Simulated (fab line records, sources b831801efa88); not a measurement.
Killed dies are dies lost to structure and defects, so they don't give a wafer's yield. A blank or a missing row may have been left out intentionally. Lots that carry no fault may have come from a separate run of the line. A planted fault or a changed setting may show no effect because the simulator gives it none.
8D (eight disciplines) problem report, filled in by code || flow sky130 || the parts of the form that need people (team, actions taken, sign-off) are left out

## 1. WHAT WENT WRONG
Mean of killed_at_M0_to_M3 at SKY_PAD_OPEN_PROBE_99: 90 across 6 wafers in 3 lots; on wafers with no fault it is 42 (standard deviation 6.8). That is +7.1 standard deviations from the usual mean.
Seen first at day 46 19:05 on prober-02, wafer L481.4. The record has a number at this step for 9 wafers belonging to 3 lots. Rule for "out" (also "out of limits"): further than 4 standard deviations from the usual mean. The other wafers with a number count as sound.

## 2. WHAT IT IS, AND WHAT IT ISN'T
{"question": "which readings at this step", "is": "killed_at_M0_to_M3", "is not": "killed_at_M4_up, killedAtContacts, killedAtFrontEnd, killedAtOther, killedShort, sort_bin_6_memory"}
{"question": "which lots", "is": "L481, L483, L485", "is not": "-"}
{"question": "which wafers of those lots", "is": "L481.4, L481.5, L483.6, L485.2, L485.3, L485.6", "is not": "L481.3, L483.3, L483.5"}
{"question": "read on which tools", "is": "prober-01, prober-02", "is not": "-"}
{"question": "when", "is": "from day 46 19:05", "is not": "up to then (1 sound wafer); but 2 sound wafers of L483 came after"}

## 3. THE SUSPECTS, EACH WITH WHAT RULES IT OUT
Counting: any tool at a process step up to the reading remains a suspect provided it ran every lot that is out. Sound lots after the first of them don't rule it out here, since some wafers of a struck lot are sound.
- cvdW-01 at SKY_VIA1_CVD_21 (deposits W, target thk 270 nm, time 80.902 s): kept. It ran every lot that is out, first L481 (day 35 06:31).
- At SKY_VIA1_CVD_21 on cvdW-01, chamber 1 took the sound wafers of the same lots and chamber 0 took the wafers that are out.
Remaining after the count: cvdW-01 at SKY_VIA1_CVD_21.

## 4. THE CAUSE (what the simulator had put in)
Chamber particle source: cvdW-01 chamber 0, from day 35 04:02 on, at SKY_VIA1_CVD_21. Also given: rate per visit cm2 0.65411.
This tool alone remained once counting was done.

## 5. SEQUENCE OF EFFECTS, ordered by route
Each row: a reading whose mean over the struck wafers that have a number lies more than 3 standard deviations from the usual. Scope: only readings with a usual standard deviation given in the record; hours: median across lots of the time from each lot's start at the first step in this table that gives one to its start at this step; sigmas: change in usual standard deviations.
{"hours": 0, "step": "SKY_PAD_OPEN_PROBE_99", "reading": "defectLimitedYield", "usual": "82.4 %", "on struck wafers": 74.1, "change": -8.3, "sigmas": -4.2}
{"hours": 0, "step": "SKY_PAD_OPEN_PROBE_99", "reading": "killed_at_M0_to_M3", "usual": 42, "on struck wafers": 90, "change": "+48", "sigmas": "+7.1"}
{"hours": 0, "step": "SKY_PAD_OPEN_PROBE_99", "reading": "killedDies", "usual": 87, "on struck wafers": 128, "change": "+40", "sigmas": "+4.2"}
{"hours": 0, "step": "SKY_PAD_OPEN_PROBE_99", "reading": "sort_bin_3_pad_short", "usual": "0.9 %", "on struck wafers": 2.5, "change": "+1.6", "sigmas": "+3.5"}
{"hours": 0, "step": "SKY_PAD_OPEN_PROBE_99", "reading": "sort_bin_5_function", "usual": "10.4 %", "on struck wafers": 16.0, "change": "+5.6", "sigmas": "+3.7"}
{"hours": 0, "step": "SKY_PAD_OPEN_PROBE_99", "reading": "sortNPass", "usual": 405, "on struck wafers": 364, "change": -40, "sigmas": -4.2}
{"hours": 0, "step": "SKY_PAD_OPEN_PROBE_99", "reading": "sortYieldPct", "usual": "82.4 %", "on struck wafers": 74.1, "change": -8.3, "sigmas": -4.2}
It contains these process steps:
- SKY_PAD_OPEN_PROBE_99

## 6. WHAT WOULD HAVE CAUGHT IT SOONER
The fault began at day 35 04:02; the first out-of-limits reading in this record came at day 46 19:05, 279 hours later.
An alarm limit of 4 standard deviations would not have fired on the tool readings at SKY_VIA1_CVD_21 for which the record gives a usual standard deviation, since none of them was out on any struck wafer.
All the lots that are out (3) had begun SKY_VIA1_CVD_21 on cvdW-01 by day 46 19:05. Holding the tool at that point would not have protected any of them.
